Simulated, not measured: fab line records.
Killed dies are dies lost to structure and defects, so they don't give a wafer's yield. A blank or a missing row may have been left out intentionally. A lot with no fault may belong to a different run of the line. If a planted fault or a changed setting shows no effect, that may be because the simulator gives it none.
fab line records	flow sfqLine
[record] lots = 6	wafers = 18	lastDay = 87
route steps=325 shown M6@255 I6@266
lots that met no fault: from a run of the same line without faults
startH: start of the lot's first displayed wafer, in hours after the record's first day	waitH: hours since the lot's step before	" as in the row above	L1.1+2: a single row standing in for several wafers	- either no value or no given start	* or withheld: withheld	< > ~ a bound
route shown NAME@n: names a module that has steps shown in the file, with the first one's number in the route	usual: the fault-free wafers' mean and standard deviation	same: alike in all rows	chamber/n: place in a boat	sites: the reading at each site	_std_site: their standard deviation	_edge_site: the outer-site mean with the inner-site mean subtracted	radiusMm: for every site, how far away it sits from the centre of the wafer	mask NAME#n: copy n	behind: the most recent tool/chamber to have shaped the wafer	hold: what put the lot on hold/how long, in hours/how the hold closed	device: whichever transistor did not switch (one of n, p or np)	end of line: the tests these same wafers got at the end of their route	step lacking rows: just its recipe	killed: count of dies lost to structure and defects at first sort (not the wafer's yield)	map: dies across one wafer; x = killed, . = not, _ = none there
set.NAME: the setting as run; set.NAME@STEP: as run at that earlier step	model.NAME: the simulator's own value behind a step, which no gauge read
lots at selected steps of the route; one table per step, one row per wafer
services: when a tool's chamber went out of use (startH, in hours from the record's first day, below 0 if earlier), for how many hours, and the reason
[[steps]]
[step SFQ_TRILAYER_M6_LITHO_COAT_164]
[recipe] resist = BARC	spinRpm = 3000	resistThkNm = 62
[step SFQ_TRILAYER_M6_LITHO_COAT_159]
[recipe] resist = KrF	spinRpm = 3000	resistThkNm = 600
[step SFQ_TRILAYER_M6_LITHO_SOFTBAKE_163]
[recipe] tempC = withheld	timeS = withheld	resist = KrF
[step SFQ_TRILAYER_M6_LITHO_EXPOSE_160]
[recipe] maskId = M6	na = 0.6	sourceShape = conventional	sigmaOuter = 0.65	targetCdNm = 500	doseMj = 14.4
[step SFQ_TRILAYER_M6_LITHO_PEB_162]
[recipe] pebTempC = 115	pebTimeS = 60	resist = KrF
[step SFQ_TRILAYER_M6_LITHO_DEVELOP_161]
[recipe] timeS = 60	resist = KrF
[step SFQ_M6_OVL_MEAS_940]
[usual] M6_OVL = 0/5.2
lot.wafer	tool	chamber	startH	waitH	M6_OVL[nm]
L916.2	overlay-01	-	1633.59	0.1	0
L916.5	"	-	"	"	1
L916.6	"	-	"	"	0
L925.1	overlay-01	-	1810.32	0.1	3
L925.4	"	-	"	"	6
L925.5	"	-	"	"	6
L928.2	overlay-02	-	1816.81	0.1	-2
L928.4	"	-	"	"	-1
L928.6	"	-	"	"	-6
L930.4	overlay-02	-	1822.82	0.1	5
L930.5	"	-	"	"	6
L930.6	"	-	"	"	6
L934.2	overlay-02	-	1842.01	0.1	3
L934.3	"	-	"	"	1
L934.6	"	-	"	"	3
L937.4	overlay-02	-	1849.97	0.1	-13
L937.5	"	-	"	"	-8
L937.6	"	-	"	"	-15
[step SFQ_TRILAYER_M6_BARC_OPEN_METAL_ETCH_206]
[recipe] maskMaterial = PR	chemistry = O2	targetDepthNm = 125	target = BARC	icpW = 600	biasW = 80	pressureMtorr = 10	timeS = 41.7
[usual] drypumpMotorCurrentA = 5.6/0.49	oesProductAu = 0.685/0.0042
lot.wafer	tool	chamber	startH	waitH	drypumpMotorCurrentA	oesProductAu	rfHoursCounterH
L916.2	rieMetal-01	1	1633.62	0.0	5.4	0.683	72
L916.5	"	0	"	"	5.3	0.680	-
L916.6	"	1	"	"	5.4	0.679	-
L925.1	rieMetal-03	1	1810.36	0.0	6.4	0.687	83
L925.4	"	1	"	"	6.4	0.684	-
L925.5	"	0	"	"	5.1	0.684	-
L928.2	rieMetal-01	0	1816.84	0.0	5.4	0.678	18
L928.4	"	0	"	"	5.3	0.683	-
L928.6	"	0	"	"	5.3	0.685	-
L930.4	rieMetal-03	1	1822.86	0.0	6.4	0.686	-
L930.5	"	1	"	"	6.4	0.674	-
L930.6	"	0	"	"	5.1	0.690	-
L934.2	rieMetal-01	0	1842.04	0.0	5.3	0.693	22
L934.3	"	0	"	"	5.3	0.684	-
L934.6	"	0	"	"	5.3	0.677	-
L937.4	rieMetal-03	1	1850.01	0.0	6.4	0.682	-
L937.5	"	1	"	"	6.4	0.685	-
L937.6	"	0	"	"	5.1	0.689	-
[step SFQ_TRILAYER_M6_ETCH_METAL_ETCH_162]
[recipe] target = Nb	stopOn = SiO2	maskMaterial = PR	chemistry = Cl2/Ar	targetDepthNm = 240	icpW = 600	biasW = 80	pressureMtorr = 10	timeS = 120
[usual] drypumpMotorCurrentA = 5.6/0.49	oesProductAu = 0.894/0.0064
lot.wafer	tool	chamber	startH	waitH	drypumpMotorCurrentA	oesProductAu	rfHoursCounterH
L916.2	rieMetal-01	1	1633.68	0.0	5.4	0.884	72
L916.5	"	0	"	"	5.3	0.889	-
L916.6	"	1	"	"	5.4	0.878	-
L925.1	rieMetal-03	1	1810.42	0.0	6.4	0.888	83
L925.4	"	1	"	"	6.4	0.890	-
L925.5	"	0	"	"	5.1	0.890	-
L928.2	rieMetal-01	0	1816.90	0.0	5.4	0.887	18
L928.4	"	0	"	"	5.3	0.896	-
L928.6	"	0	"	"	5.4	0.900	-
L930.4	rieMetal-03	1	1822.94	0.1	6.4	0.905	-
L930.5	"	1	"	"	6.4	0.897	-
L930.6	"	0	"	"	5.1	0.894	-
L934.2	rieMetal-01	0	1842.10	0.0	5.4	0.888	22
L934.3	"	0	"	"	5.3	0.890	-
L934.6	"	0	"	"	5.4	0.882	-
L937.4	rieMetal-03	1	1850.09	0.1	6.4	0.902	-
L937.5	"	1	"	"	6.4	0.897	-
L937.6	"	0	"	"	5.1	0.900	-
[step SFQ_TRILAYER_M6_STRIP_STRIP_163]
[recipe] gas = O2	powerW = 200	platenTempC = 40	overashFraction = 0.65	chemistry = O2	pressureMtorr = 50
[usual] drypumpMotorCurrentA = 5.6/0.49	oesProductAu = 0.999/0.0077
lot.wafer	tool	chamber	startH	waitH	drypumpMotorCurrentA	oesProductAu	rfHoursCounterH
L916.2	rieMetal-01	1	1633.81	0.1	5.4	0.998	72
L916.5	"	0	"	"	5.3	0.990	-
L916.6	"	1	"	"	5.4	1.003	-
L925.1	rieMetal-03	1	1810.54	0.1	6.4	0.995	83
L925.4	"	1	"	"	6.4	0.995	-
L925.5	"	0	"	"	5.1	1.002	-
L928.2	rieMetal-01	0	1817.02	0.1	5.3	0.994	18
L928.4	"	0	"	"	5.3	1.003	-
L928.6	"	0	"	"	5.3	1.009	-
L930.4	rieMetal-03	1	1823.22	0.2	6.4	1.003	-
L930.5	"	1	"	"	6.4	0.988	-
L930.6	"	0	"	"	5.1	0.998	-
L934.2	rieMetal-01	0	1842.22	0.1	5.4	0.992	22
L934.3	"	0	"	"	5.4	0.989	-
L934.6	"	0	"	"	5.4	1.003	-
L937.4	rieMetal-03	1	1850.37	0.2	6.4	0.988	-
L937.5	"	1	"	"	6.4	0.996	-
L937.6	"	0	"	"	5.1	0.994	-
[step SFQ_TRILAYER_M6_STRIP_SOLV_CLEAN_164]
[recipe] chemistry = NMP	tempC = 70	timeS = 600
[step SFQ_TRILAYER_I6_DEP_PECVD_165]
[recipe] material = SiO2	tempC = 150	timeS = 111.11	pressureTorr = 2.4	rfW = 183.3	precursor = SiH4/N2O	targetThkNm = 500
[usual] heaterPowerW = 95/24	rfFwdPowerW = 182.2/0.66	showerheadVppV = 816/43	throttleValvePct = 24.8/1.1
lot.wafer	tool	chamber	startH	waitH	heaterPowerW	rfFwdPowerW	showerheadVppV	throttleValvePct	model.SiO2_of_TRILAYER_I6_DEP_PECVD_165.thkNm
L916.2	pecvd-03	0	1634.58	0.0	94	181.9	759	24.2	492.6
L916.5	"	0	"	"	95	182.7	754	24.1	496
L916.6	"	1	"	"	66	182.3	809	25.0	495.9
L925.1	pecvd-03	2	1811.33	0.0	146	108.5	647	23.7	419.9
L925.4	"	0	"	"	117	109.8	591	24.7	422.6
L925.5	"	2	"	"	151	109.6	641	23.4	428.3
L928.2	pecvd-03	2	1817.80	0.0	147	109.9	637	23.7	420.1
L928.4	"	0	"	"	112	109.0	590	24.8	433.6
L928.6	"	2	"	"	147	110.1	645	23.5	432.4
L930.4	pecvd-02	0	1823.85	0.0	79	181.5	860	27.0	502.6
L930.5	"	2	"	"	69	182.1	898	25.9	503.1
L930.6	"	1	"	"	85	182.7	818	23.0	506.6
L934.2	pecvd-02	1	1843.00	0.0	77	182.8	842	23.0	497.4
L934.3	"	0	"	"	81	181.9	838	27.0	496
L934.6	"	1	"	"	81	183.0	837	22.8	505.1
L937.4	pecvd-04	0	1850.99	0.0	101	181.0	745	25.2	510.8
L937.5	"	1	"	"	94	181.8	793	24.9	507.1
L937.6	"	2	"	"	149	182.7	823	24.8	508.8
[step SFQ_TRILAYER_I6_CMP_CMP_166]
[recipe] material = SiO2	downForcePsi = 3	platenRpm = 60	padVelocityMS = 0.94248
[usual] motorCurrentA = 9.7/0.89	retainingRingPressureFrac = 1.000/0.0049	timeToEndpointS = 218/8
lot.wafer	tool	chamber	startH	waitH	motorCurrentA	retainingRingPressureFrac	timeToEndpointS
L916.2	cmp-01	3	1634.66	0.0	8.5	1.001	217
L916.5	"	3	1636.66	2.0	8.8	1.004	219
L916.6	"	0	"	"	9.9	0.992	215
L925.1	cmp-01	0	1813.61	2.2	9.9	1.000	160
L925.4	"	1	"	"	10.0	0.997	162
L925.5	"	3	1815.11	3.7	8.7	1.005	167
L928.2	cmp-01	2	1819.11	1.3	9.0	1.004	162
L928.4	"	0	1820.11	2.2	9.7	1.010	173
L928.6	"	2	1821.11	3.2	9.2	1.000	173
L930.4	cmp-02	1	1824.39	0.5	10.2	0.999	218
L930.6	"	0	1825.89	2.0	9.7	0.996	217
L930.5	"	1	"	"	10.2	0.996	215
L934.3	cmp-01	1	1844.34	1.3	9.6	1.001	210
L934.2	"	2	"	"	9.1	1.001	221
L934.6	"	1	1846.34	3.3	9.8	1.005	217
L937.4	cmp-02	1	1853.13	2.1	9.9	1.000	226
L937.5	"	2	"	"	9.7	1.007	226
L937.6	"	3	"	"	11.4	1.001	230
[step SFQ_I6_BOW_MEAS_941]
[recipe] mode = bow
[usual] I6_BOW = 5/11
lot.wafer	tool	chamber	startH	waitH	I6_BOW[um]
L916.2	filmMetro-01	-	1637.68	2.5	5
L916.5	"	-	"	"	3
L916.6	"	-	"	"	6
L925.1	filmMetro-02	-	1815.61	1.5	-10
L925.4	"	-	"	"	-25
L925.5	"	-	"	"	-16
L928.2	filmMetro-02	-	1821.63	2.0	-16
L928.4	"	-	"	"	6
L928.6	"	-	"	"	6
L930.4	filmMetro-01	-	1826.95	2.1	7
L930.5	"	-	"	"	3
L930.6	"	-	"	"	19
L934.2	filmMetro-02	-	1847.36	2.0	10
L934.3	"	-	"	"	19
L934.6	"	-	"	"	4
L937.4	filmMetro-01	-	1854.69	1.1	-4
L937.5	"	-	"	"	-1
L937.6	"	-	"	"	-7
[[services]]
tool	chamber	startH	hours	kind
rieMetal-01	-	1611.03	1.4	pm
pecvd-04	1	1615.97	37.2	repair
cmp-02	-	1623.91	4.6	pm
pecvd-03	2	1636.05	16.8	repair
rieMetal-01	0	1650.57	-	clean
rieMetal-01	0	1650.57	-	consumableReplace:focusRing
rieMetal-01	0	1650.57	15.8	scheduledDown
rieMetal-01	0	1650.57	15.8	ventCycle
pecvd-04	-	1664.61	5.5	pm
rieMetal-03	1	1666.57	6.3	repair
pecvd-03	-	1675.09	0.4	repair
cmp-01	-	1696.00	16.6	repair
pecvd-04	1	1699.56	7.4	repair
pecvd-03	2	1699.94	4.3	repair
pecvd-04	0	1735.24	7.8	repair
pecvd-03	-	1737.88	0.5	repair
pecvd-03	-	1744.71	6.0	pm
cmp-02	-	1756.25	2.6	repair
cmp-01	-	1760.06	1.0	repair
cmp-01	-	1774.31	4.0	pm
cmp-01	-	1778.31	-	consumableReplace:conditioner
rieMetal-03	-	1817.67	0.1	repair
pecvd-02	0	1831.21	6.1	repair
cmp-01	-	1832.88	4.9	pm
[[key]]
[firstSign] step = SFQ_TRILAYER_I6_DEP_PECVD_165	reading = rfFwdPowerW	direction = down	sigmas = 99+	usual = 182.2	struck = 109.5
[effect] step = SFQ_TRILAYER_I6_DEP_PECVD_165	reading = showerheadVppV	direction = down	sigmas = 4.4	usual = 816	struck = 625
[effect] step = SFQ_TRILAYER_I6_CMP_CMP_166	reading = timeToEndpointS	direction = down	sigmas = 6.4	usual = *	struck = *
[modelEffect] step = SFQ_TRILAYER_I6_DEP_PECVD_165	value = SiO2_of_TRILAYER_I6_DEP_PECVD_165.thkNm	without = 497.4	struck = 426.2
metAt SFQ_TRILAYER_I6_DEP_PECVD_165
struckWafers L925.1,L925.4,L925.5,L928.2,L928.4,L928.6
onsetBetween 1634.58 1811.33
[fault] kind = processParameterDrift	tool = pecvd-03	chamber = -	onsetH = 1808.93	steps = SFQ_TRILAYER_I6_DEP_PECVD_165	channel = rfW	offset = -73.32	shape = step	endH = 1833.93	actsIn = theseRecipesOnly	stated = 183.3
